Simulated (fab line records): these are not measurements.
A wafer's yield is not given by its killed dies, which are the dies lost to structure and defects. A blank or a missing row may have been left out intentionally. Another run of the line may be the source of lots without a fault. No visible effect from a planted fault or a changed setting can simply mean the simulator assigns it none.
fab line records ; flow sky130
record: lots: 10; wafers: 30; last_day: 50
route steps=708 shown FIELD_ISO@1 DNWELL@43 GATE_OXIDE@200 PASSIVATION@687
lots that met no fault: from a run of the same line without faults
start_h: start of the lot's first displayed wafer, in hours after the record's first day ; wait_h: how many hours have passed since the lot's step before this one ; " same as the row above ; L1.1+2: a single row standing in for several wafers ; - no value, or no start was given ; * or withheld: withheld ; < > ~ a bound
route shown NAME@n: NAME is a module with steps in the file, n the number in the route of the first one ; usual: mean/standard deviation of fault-free wafers ; same: alike in all rows ; chamber/n: place in a boat ; sites: per-site readings ; _std_site: their standard deviation ; _edge_site: inner sites' mean taken away from outer sites' mean ; radius_mm: for every site, how far away it sits from the centre of the wafer ; mask NAME#n: copy n ; behind: tool/chamber where the wafer was last shaped ; hold: why the lot was held/for how many hours/how that ended ; device: transistor that didn't switch, given as n, p or np ; end of line: the route-end tests of the same wafers ; for a step that has no rows: nothing shown but its recipe ; killed: at the first sort, the dies lost to defects and structure; wafer yield is something else ; map: per-die view of a wafer (x killed, . not killed, _ where there is no die)
set.NAME: the setting as run; set.NAME@STEP: as run at that earlier step ; model.NAME: the simulator's own value behind a step, which no gauge read
route steps across a sampled set of lots; one table per step, one row per wafer
services: from which hour (start_h, from the record's first day; less than 0 if before it) a tool's chamber was out of use, for how many hours, and why
== steps ==
step: SKY_FIELD_ISO_BOW_MEAS_00
recipe: mode: bow
usual: INCOMING_BOW: 1/6.9
lot.wafer;tool;chamber;start_h;wait_h;INCOMING_BOW[um]
L964.1;film_metro-04;-;10.00;-;-11
L964.5;film_metro-04;-;10.00;-;9
L964.6;film_metro-04;-;10.00;-;8
L968.1;film_metro-01;-;30.00;-;0
L968.3;film_metro-01;-;30.00;-;7
L968.6;film_metro-01;-;30.00;-;-16
L971.1;film_metro-01;-;45.00;-;16
L971.2;film_metro-01;-;45.00;-;-1
L971.4;film_metro-01;-;45.00;-;0
L972.1;film_metro-01;-;50.00;-;-2
L972.2;film_metro-01;-;50.00;-;0
L972.4;film_metro-01;-;50.00;-;-1
L973.1;film_metro-02;-;55.00;-;5
L973.5;film_metro-02;-;55.00;-;10
L973.6;film_metro-02;-;55.00;-;-5
L980.3;film_metro-02;-;90.04;-;11
L980.4;film_metro-02;-;90.04;-;-8
L980.5;film_metro-02;-;90.04;-;-4
L982.2;film_metro-04;-;100.02;-;5
L982.4;film_metro-04;-;100.02;-;2
L982.6;film_metro-04;-;100.02;-;-6
L983.2;film_metro-02;-;105.02;-;-9
L983.4;film_metro-02;-;105.02;-;5
L983.6;film_metro-02;-;105.02;-;-5
L985.1;film_metro-02;-;115.00;-;1
L985.3;film_metro-02;-;115.00;-;0
L985.4;film_metro-02;-;115.00;-;8
L986.1;film_metro-01;-;120.00;-;-2
L986.3;film_metro-01;-;120.00;-;-3
L986.5;film_metro-01;-;120.00;-;5
step: SKY_DNWELL_STRIP_08
recipe: chemistry: O2/N2; power_w: 1400; pressure_mtorr: 1500; platen_temp_c: withheld; o2_flow_sccm: 3000; n2_flow_sccm: 300; overash_fraction: 0.5
usual: drypump_motor_current_A: 5.3/0.4; o2_flow_sccm: 3000/9.3; oes_product_au: 0.722/0.0044; strip_time_to_endpoint_s: 36.96/0.1
lot.wafer;tool;chamber;start_h;wait_h;drypump_motor_current_A;o2_flow_sccm;oes_product_au;rf_hours_counter_h;strip_time_to_endpoint_s
L964.1;plasma_asher-02;0;55.56;0.1;4.8;3009;0.721;25;36.87
L964.5;plasma_asher-02;0;55.56;0.1;4.8;2993;0.715;-;36.89
L964.6;plasma_asher-02;1;55.56;0.1;4.8;3008;0.727;-;36.97
L968.1;plasma_asher-04;1;74.73;0.1;5.3;2997;0.729;40;36.96
L968.3;plasma_asher-04;0;74.73;0.1;5.4;2992;0.719;-;36.68
L968.6;plasma_asher-04;1;74.73;0.1;5.3;2995;0.719;-;36.91
L971.1;plasma_asher-01;0;91.71;0.1;5.9;2992;0.725;43;36.99
L971.2;plasma_asher-01;1;91.71;0.1;5.7;3006;0.724;43;37.07
L971.4;plasma_asher-01;0;91.71;0.1;5.9;2993;0.724;-;37.01
L972.1;plasma_asher-02;1;96.29;0.1;4.8;3009;0.719;29;36.95
L972.2;plasma_asher-02;0;96.29;0.1;4.8;2988;0.716;29;37.04
L972.4;plasma_asher-02;1;96.29;0.1;4.8;3000;0.720;-;36.89
L973.1;plasma_asher-01;0;99.44;0.1;5.9;3017;0.726;44;37.03
L973.5;plasma_asher-01;0;99.44;0.1;5.9;3005;0.721;-;36.94
L973.6;plasma_asher-01;1;99.44;0.1;5.7;2998;0.717;-;37.04
L980.3;plasma_asher-04;0;140.92;0.1;5.5;2994;0.716;-;37.03
L980.4;plasma_asher-04;1;140.92;0.1;5.3;2995;0.718;-;37.14
L980.5;plasma_asher-04;1;140.92;0.1;5.3;3003;0.718;-;37.14
L982.2;plasma_asher-02;0;149.88;0.1;4.8;2989;0.717;33;36.94
L982.4;plasma_asher-02;1;149.88;0.1;4.9;2989;0.725;-;36.93
L982.6;plasma_asher-02;1;149.88;0.1;4.9;2996;0.724;-;37.05
L983.2;plasma_asher-02;0;155.56;0.1;4.8;2998;0.724;33;37.02
L983.4;plasma_asher-02;0;155.56;0.1;4.8;2995;0.726;-;36.96
L983.6;plasma_asher-02;0;155.56;0.1;4.8;2995;0.725;-;36.85
L985.1;plasma_asher-01;0;164.03;0.1;5.8;2996;0.720;51;36.96
L985.3;plasma_asher-01;0;164.03;0.1;5.9;2994;0.724;-;36.99
L985.4;plasma_asher-01;1;164.03;0.1;5.7;2997;0.729;-;37.00
L986.1;plasma_asher-02;0;169.16;0.1;4.8;2998;0.718;35;36.85
L986.3;plasma_asher-02;1;169.16;0.1;4.8;3003;0.721;-;36.66
L986.5;plasma_asher-02;1;169.16;0.1;4.8;3008;0.721;-;36.82
step: SKY_GATE_OXIDE_STRIP_13
recipe: chemistry: O2/N2; power_w: 1400; pressure_mtorr: 1500; platen_temp_c: withheld; o2_flow_sccm: 3000; n2_flow_sccm: 300; overash_fraction: 0.5
usual: drypump_motor_current_A: 5.4/0.5; o2_flow_sccm: 3000/8.9; oes_product_au: 0.716/0.0048; strip_time_to_endpoint_s: 14.18/0.036
lot.wafer;tool;chamber;start_h;wait_h;drypump_motor_current_A;o2_flow_sccm;oes_product_au;rf_hours_counter_h;strip_time_to_endpoint_s
L964.1;plasma_asher-01;0;309.64;0.0;5.9;2994;0.713;66;14.23
L964.5;plasma_asher-01;1;309.64;0.0;5.7;3013;0.723;-;14.24
L964.6;plasma_asher-01;0;309.64;0.0;5.9;2995;0.716;-;14.20
L968.1;plasma_asher-02;0;346.39;0.0;4.8;3003;0.710;48;14.21
L968.3;plasma_asher-02;0;346.39;0.0;4.8;3009;0.715;-;14.19
L968.6;plasma_asher-02;0;346.39;0.0;4.8;2995;0.717;-;14.22
L971.1;plasma_asher-02;0;366.29;0.0;4.8;3005;0.708;50;14.23
L971.2;plasma_asher-02;1;366.29;0.0;4.8;2997;0.717;50;14.20
L971.4;plasma_asher-02;1;366.29;0.0;4.9;2997;0.721;-;14.15
L972.1;plasma_asher-02;1;372.55;0.0;4.8;2997;0.704;51;14.19
L972.2;plasma_asher-02;0;372.55;0.0;4.8;3000;0.713;51;14.20
L972.4;plasma_asher-02;0;372.55;0.0;4.8;3001;0.719;-;14.23
L973.1;plasma_asher-03;1;378.74;0.0;5.0;3002;0.715;28;14.16
L973.5;plasma_asher-03;1;378.74;0.0;5.0;3013;0.711;-;14.19
L973.6;plasma_asher-03;0;378.74;0.0;6.1;3012;0.712;-;14.20
L980.3;plasma_asher-01;1;447.03;0.0;5.7;3013;0.724;-;14.18
L980.4;plasma_asher-01;0;447.03;0.0;5.9;3005;0.719;-;14.16
L980.5;plasma_asher-01;1;447.03;0.0;5.7;3011;0.716;-;14.14
L982.2;plasma_asher-01;0;459.47;0.0;5.9;2984;0.711;77;14.18
L982.4;plasma_asher-01;1;459.47;0.0;5.7;3011;0.720;-;14.17
L982.6;plasma_asher-01;0;459.47;0.0;5.9;2996;0.711;-;14.16
L983.2;plasma_asher-02;0;472.16;0.0;4.8;2995;0.716;62;14.15
L983.4;plasma_asher-02;0;472.16;0.0;4.8;2980;0.716;-;14.18
L983.6;plasma_asher-02;1;472.16;0.0;4.8;2995;0.719;-;14.16
L985.1;plasma_asher-03;0;477.03;0.0;6.1;2991;0.715;39;14.18
L985.3;plasma_asher-03;1;477.03;0.0;5.0;2999;0.721;-;14.18
L985.4;plasma_asher-03;0;477.03;0.0;6.1;3001;0.715;-;14.14
L986.1;plasma_asher-01;0;487.66;0.0;5.9;3005;0.713;80;14.22
L986.3;plasma_asher-01;0;487.66;0.0;5.9;2991;0.711;-;14.17
L986.5;plasma_asher-01;1;487.66;0.0;5.7;2983;0.712;-;14.11
step: SKY_PASSIVATION_COAT_06
recipe: spin_rpm: 2000; resist_thk_nm: 3000
usual: chill_plate_temp_C: 22.99/0.094; spin_speed_rpm: 2000.0/1.4
lot.wafer;tool;chamber;start_h;wait_h;chill_plate_temp_C;spin_speed_rpm
L964.1;litho_track-04;0;1039.13;0.1;22.84;1998.9
L964.5;litho_track-04;0;1039.13;0.1;23.03;2000.8
L964.6;litho_track-04;0;1039.13;0.1;22.89;2000.0
L968.1;litho_track-02;0;1068.99;0.1;22.84;1999.4
L968.3;litho_track-02;0;1068.99;0.1;22.99;1999.5
L968.6;litho_track-02;0;1068.99;0.1;22.96;1999.9
L971.1;litho_track-02;0;1088.64;0.1;22.93;2210.6
L971.2;litho_track-02;0;1088.64;0.1;23.15;2209.7
L971.4;litho_track-02;0;1088.64;0.1;23.19;2210.7
L972.1;litho_track-04;0;1089.43;0.1;22.93;1998.9
L972.2;litho_track-04;0;1089.43;0.1;22.96;1999.7
L972.4;litho_track-04;0;1089.43;0.1;22.90;1999.9
L973.1;litho_track-02;0;1093.54;0.1;22.87;2214.1
L973.5;litho_track-02;0;1093.54;0.1;22.83;2214.6
L973.6;litho_track-02;0;1093.54;0.1;23.01;2212.7
L980.3;litho_track-03;0;1136.01;0.1;22.98;1999.6
L980.4;litho_track-03;0;1136.01;0.1;22.84;2001.5
L980.5;litho_track-03;0;1136.01;0.1;22.85;1998.5
L982.2;litho_track-03;0;1145.13;0.1;23.06;1997.8
L982.4;litho_track-03;0;1145.13;0.1;23.02;2002.0
L982.6;litho_track-03;0;1145.13;0.1;23.02;1998.0
L983.2;litho_track-02;0;1152.91;0.1;22.95;2000.3
L983.4;litho_track-02;0;1152.91;0.1;23.01;2000.0
L983.6;litho_track-02;0;1152.91;0.1;23.02;2000.5
L985.1;litho_track-04;0;1153.83;0.1;22.96;2001.4
L985.3;litho_track-04;0;1153.83;0.1;23.08;1999.7
L985.4;litho_track-04;0;1153.83;0.1;23.04;2002.1
L986.1;litho_track-03;0;1161.51;0.1;23.04;2001.8
L986.3;litho_track-03;0;1161.51;0.1;23.10;2002.5
L986.5;litho_track-03;0;1161.51;0.1;23.02;2002.4
step: SKY_PASSIVATION_STRIP_12
recipe: chemistry: O2/N2; power_w: 1400; pressure_mtorr: 1500; platen_temp_c: withheld; overash_fraction: 0.7; o2_flow_sccm: 3000; n2_flow_sccm: 300
usual: drypump_motor_current_A: 5.3/0.42; o2_flow_sccm: 3001/9.1; oes_product_au: 0.660/0.0047; strip_time_to_endpoint_s: 31.46/0.09
lot.wafer;tool;chamber;start_h;wait_h;drypump_motor_current_A;o2_flow_sccm;oes_product_au;rf_hours_counter_h;strip_time_to_endpoint_s
L964.1;plasma_asher-04;1;1050.69;0.1;5.3;2997;0.659;62;31.48
L964.5;plasma_asher-04;1;1050.69;0.1;5.3;2980;0.672;-;31.54
L964.6;plasma_asher-04;0;1050.69;0.1;5.5;3010;0.666;-;31.50
L968.1;plasma_asher-04;0;1079.94;0.1;5.4;3010;0.660;65;31.41
L968.3;plasma_asher-04;0;1079.94;0.1;5.4;2999;0.659;-;31.53
L968.6;plasma_asher-04;1;1079.94;0.1;5.3;3003;0.656;-;31.44
L971.1;plasma_asher-03;1;1099.09;0.1;5.0;2987;0.660;101;29.86
L971.2;plasma_asher-03;0;1099.09;0.1;6.1;2989;0.659;101;29.80
L971.4;plasma_asher-03;1;1099.09;0.1;5.0;3002;0.659;-;29.78
L972.1;plasma_asher-04;0;1099.98;0.1;5.4;3003;0.661;67;31.45
L972.2;plasma_asher-04;1;1099.98;0.1;5.3;2997;0.668;67;31.54
L972.4;plasma_asher-04;1;1099.98;0.1;5.3;3002;0.663;-;31.56
L973.1;plasma_asher-03;1;1104.24;0.1;5.0;3003;0.658;102;29.71
L973.5;plasma_asher-03;0;1104.24;0.1;6.1;3003;0.653;-;29.75
L973.6;plasma_asher-03;1;1104.24;0.1;5.0;3008;0.656;-;29.76
L980.3;plasma_asher-03;1;1145.58;0.1;5.0;2996;0.655;-;31.48
L980.4;plasma_asher-03;0;1145.58;0.1;6.1;2991;0.656;-;31.36
L980.5;plasma_asher-03;0;1145.58;0.1;6.1;2999;0.653;-;31.34
L982.2;plasma_asher-04;1;1154.86;0.1;5.3;3008;0.664;72;31.35
L982.4;plasma_asher-04;0;1154.86;0.1;5.4;2981;0.661;-;31.52
L982.6;plasma_asher-04;1;1154.86;0.1;5.3;3003;0.661;-;31.50
L983.2;plasma_asher-04;1;1161.59;0.1;5.3;3006;0.662;73;31.55
L983.4;plasma_asher-04;1;1161.59;0.1;5.3;2999;0.659;-;31.40
L983.6;plasma_asher-04;1;1161.59;0.1;5.3;3013;0.656;-;31.40
L985.1;plasma_asher-04;1;1162.31;0.1;5.3;3008;0.658;73;31.43
L985.3;plasma_asher-04;1;1162.31;0.1;5.3;3001;0.661;-;31.49
L985.4;plasma_asher-04;0;1162.31;0.1;5.4;3000;0.663;-;31.39
L986.1;plasma_asher-03;1;1170.49;0.1;5.0;3003;0.660;108;31.51
L986.3;plasma_asher-03;1;1170.49;0.1;5.0;3008;0.665;-;31.37
L986.5;plasma_asher-03;0;1170.49;0.1;6.1;3004;0.666;-;31.39
== services ==
tool;chamber;start_h;hours;kind
plasma_asher-04;-;85.72;2.8;pm
plasma_asher-02;-;109.82;14.6;pm
plasma_asher-04;-;120.33;2.6;repair
plasma_asher-04;-;138.46;0.5;repair
plasma_asher-04;-;152.22;0.4;repair
plasma_asher-02;-;206.37;21.0;repair
plasma_asher-02;-;227.35;12.8;pm
plasma_asher-02;-;260.84;16.8;repair
plasma_asher-04;-;276.32;5.2;repair
plasma_asher-04;-;390.04;14.6;pm
plasma_asher-04;-;421.25;9.0;pm
plasma_asher-04;-;470.01;3.1;repair
plasma_asher-02;-;551.04;1.3;repair
plasma_asher-02;-;679.76;4.4;repair
plasma_asher-02;-;698.93;2.8;pm
plasma_asher-04;-;791.74;1.2;repair
plasma_asher-02;-;809.08;1.4;repair
plasma_asher-04;-;889.64;0.5;repair
plasma_asher-02;-;1046.27;2.1;repair
plasma_asher-02;-;1055.25;9.0;pm
plasma_asher-02;-;1066.98;0.9;repair
plasma_asher-02;-;1075.65;1.0;repair
plasma_asher-02;-;1140.80;5.9;repair
plasma_asher-02;-;1160.90;3.6;repair
== key ==
first_sign: step: SKY_PASSIVATION_COAT_06; reading: spin_speed_rpm; direction: up; sigmas: 99+; usual: 2000.0; struck: 2212.1
effect: step: SKY_PASSIVATION_STRIP_12; reading: strip_time_to_endpoint_s; direction: down; sigmas: 19; usual: *; struck: *
met_at SKY_PASSIVATION_COAT_06
struck_lots L971,L973
not_acting_at SKY_FIELD_ISO_BOW_MEAS_00,SKY_DNWELL_STRIP_08,SKY_GATE_OXIDE_STRIP_13
onset_between 1068.99 1088.64
fault: kind: process_parameter_drift; tool: litho_track-02; chamber: -; onset_h: 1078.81; steps: SKY_PASSIVATION_COAT_06; channel: spin_rpm; offset: 211.94; shape: step; end_h: 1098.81; acts_in: these_recipes_only; stated: 2000
